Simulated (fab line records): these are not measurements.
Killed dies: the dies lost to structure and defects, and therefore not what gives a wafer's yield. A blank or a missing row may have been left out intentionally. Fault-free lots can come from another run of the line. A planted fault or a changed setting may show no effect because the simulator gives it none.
Check for tools in common -- flow gf180mcu -- Sampled: 13 lots, 39 wafers

## WHY THIS WAS OPENED
2 of 13 lots carry a flag on the reading HV_LDD_TW at GF_HV_LDD_TW_MEAS_11. No-fault wafers: 2426, standard deviation 22.
Rule: flag the lot when none of its wafers has a number, or when each of its wafers that has one lies beyond 4 standard deviations from that mean. As for the other lots, they are considered sound.

lot,measured,on,"HV_LDD_TW, wafer by wafer",flag
L591,day 10 17:23,filmMetro-04,2460 2459 2465,
L594,day 11 14:52,filmMetro-04,2434 2441 2448,
L597,day 12 12:02,filmMetro-04,2458 2433 2431,
L598,day 12 20:29,filmMetro-02,2371 2373 2389,
L599,day 13 06:23,filmMetro-02,2405 2409 2407,
L601,day 13 13:50,filmMetro-04,2421 2419 2425,
L603,day 14 08:58,filmMetro-04,2157 2157 2164,FLAGGED
L604,day 14 12:47,filmMetro-03,2149 2141 2147,FLAGGED
L608,day 15 16:07,filmMetro-02,2397 2403 2402,
L609,day 15 23:56,filmMetro-02,2404 2407 2403,
L610,day 17 02:07,filmMetro-02,2402 2396 2403,
L611,day 17 05:10,filmMetro-02,2405 2399 2394,
L612,day 17 07:25,filmMetro-04,2421 2419 2429,
Average over the flagged lots: 2152; offset from the usual -274, equal to -12 standard deviations.

## EACH LOT AND THE TOOL IT RAN ON
The record holds 1 process step before the reading, out of a route of 602 steps. Cell contents, in order: the tool; ch with the chambers the sampled wafers went through; the start.
lot,flag,GF_HV_LDD_IMPLANT_09
L591,,"implanter-04 ch 0, day 10 17:08"
L594,,"implanter-02 ch 0, day 11 14:37"
L597,,"implanter-03 ch 0, day 12 11:49"
L598,,"implanter-02 ch 0, day 12 20:16"
L599,,"implanter-04 ch 0, day 13 06:09"
L601,,"implanter-03 ch 0, day 13 13:35"
L603,FLAGGED,"implanter-04 ch 0, day 14 08:45"
L604,FLAGGED,"implanter-04 ch 0, day 14 12:33"
L608,,"implanter-02 ch 0, day 15 15:53"
L609,,"implanter-03 ch 0, day 15 23:42"
L610,,"implanter-03 ch 0, day 17 01:52"
L611,,"implanter-03 ch 0, day 17 04:55"
L612,,"implanter-03 ch 0, day 17 07:10"
These steps, and what they do:
- GF_HV_LDD_IMPLANT_09
- GF_HV_LDD_TW_MEAS_11

## FLAGGED OVER TOTAL, TOOL BY TOOL (the gauges that took the reading come last)
step,tool,lots run,flagged,share of the flagged lots,sound lots run after its first flagged lot
GF_HV_LDD_IMPLANT_09,implanter-02,3,0,none,-
GF_HV_LDD_IMPLANT_09,implanter-03,6,0,none,-
GF_HV_LDD_IMPLANT_09,implanter-04,4,2,all,0
GF_HV_LDD_TW_MEAS_11,filmMetro-02,6,0,none,-
GF_HV_LDD_TW_MEAS_11,filmMetro-03,1,1,some,0
GF_HV_LDD_TW_MEAS_11,filmMetro-04,6,1,some,1 (L612)

## WHAT THE TABLE ALLOWS
In the table, 1 row covers all flagged lots: implanter-04 at GF_HV_LDD_IMPLANT_09.
- implanter-04 at GF_HV_LDD_IMPLANT_09: 2 of its 4 lots flagged. It ran its last sound lot, L599, at day 13 06:09 and its first flagged lot, L603, at day 14 08:45: a fault with its onset between the two fits. Its own readings lie more than 4 standard deviations out on every wafer of the flagged lots: doseIonsCm2, faradayCurrentUA.
Left over: one tool, implanter-04 at GF_HV_LDD_IMPLANT_09.

## WHAT THE SIMULATOR HAD INSERTED
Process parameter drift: implanter-04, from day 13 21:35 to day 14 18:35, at GF_HV_LDD_IMPLANT_09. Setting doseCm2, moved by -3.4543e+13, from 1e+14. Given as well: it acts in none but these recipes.
Shown lots that were struck: L603, L604. The rule given above showed the same thing.
